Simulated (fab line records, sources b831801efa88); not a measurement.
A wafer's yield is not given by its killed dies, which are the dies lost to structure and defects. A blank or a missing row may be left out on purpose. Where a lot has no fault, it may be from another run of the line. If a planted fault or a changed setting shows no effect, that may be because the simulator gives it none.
Problem report in the 8D (eight disciplines) form, filled by code + flow gf180mcu + the parts of the form that need people (team, actions taken, sign-off) are left out

1. THE ISSUE
Mean of timeToEndpointS at GF_V1_CMP_04: 44 s across 2 wafers in 2 lots; on wafers with no fault it is 83 s (standard deviation 5.9). Measured from the usual mean, that is -6.7 standard deviations.
The step: polishes SiO2.
First seen on wafer L413.5, day 24 09:19, on cmp-02. The record holds 36 wafers of 12 lots with a number at this step. Rule for "out", or "out of limits": more than 4 standard deviations from the usual mean. The other wafers with a number count as sound.

2. WHAT IT IS, WHAT IT ISN'T
| question                    | is                | is not                                                              |
|-----------------------------|-------------------|---------------------------------------------------------------------|
| which readings at this step | timeToEndpointS   | motorCurrentA                                                       |
| which lots                  | L413, L414        | L393, L394, L395, L396, L397, L398, L399, L400, L401, L405          |
| which wafers of those lots  | L413.5, L414.2    | L413.1, L413.6, L414.1, L414.4                                      |
| read on which tools         | cmp-02            | cmp-01                                                              |
| when                        | from day 24 09:19 | up to then (32 sound wafers); but 2 sound wafers of L414 came after |

3. WHAT RULES OUT EACH SUSPECT
Counting: any tool at a process step up to the reading remains a suspect provided it ran every lot that is out. Sound lots after the first of them don't rule it out here, since some wafers of a struck lot are sound.
- cmp-02 at GF_V1_CMP_04 (polishes SiO2): kept. Every lot that is out went through it, the first being L413 (day 24 09:19); the last sound lot it ran before that was L405 (day 21 18:22). Out on those wafers are its own readings of timeToEndpointS.
- cmp-02, GF_V1_CMP_04: wafers that are out in chamber 0, sound lot-mates in chambers 1, 2.
Left after counting: cmp-02 at GF_V1_CMP_04.

4. THE CAUSE (what the simulator had put in)
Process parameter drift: cmp-02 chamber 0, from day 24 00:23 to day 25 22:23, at GF_V1_CMP_04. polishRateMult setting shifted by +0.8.
This tool alone remained once counting was done.

5. SEQUENCE OF EFFECTS, ordered by route
Each row: a reading where the mean over the struck wafers with a number is more than 3 standard deviations away from the usual. Scope: only readings with a usual standard deviation given in the record; hours: median across lots of the time from each lot's start at the first step in this table that gives one to its start at this step; sigmas: change in usual standard deviations.
| hours | step         | reading         | usual | on struck wafers | change | sigmas |
|-------|--------------|-----------------|-------|------------------|--------|--------|
| 0     | GF_V1_CMP_04 | timeToEndpointS | 83 s  | 44               | -40    | -6.7   |
Process steps it contains:
- GF_V1_CMP_04: polishes SiO2.

6. WHAT WOULD HAVE CAUGHT IT SOONER
First out-of-limits reading in this record: day 24 09:19, which is 9 hours after fault onset at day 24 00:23.
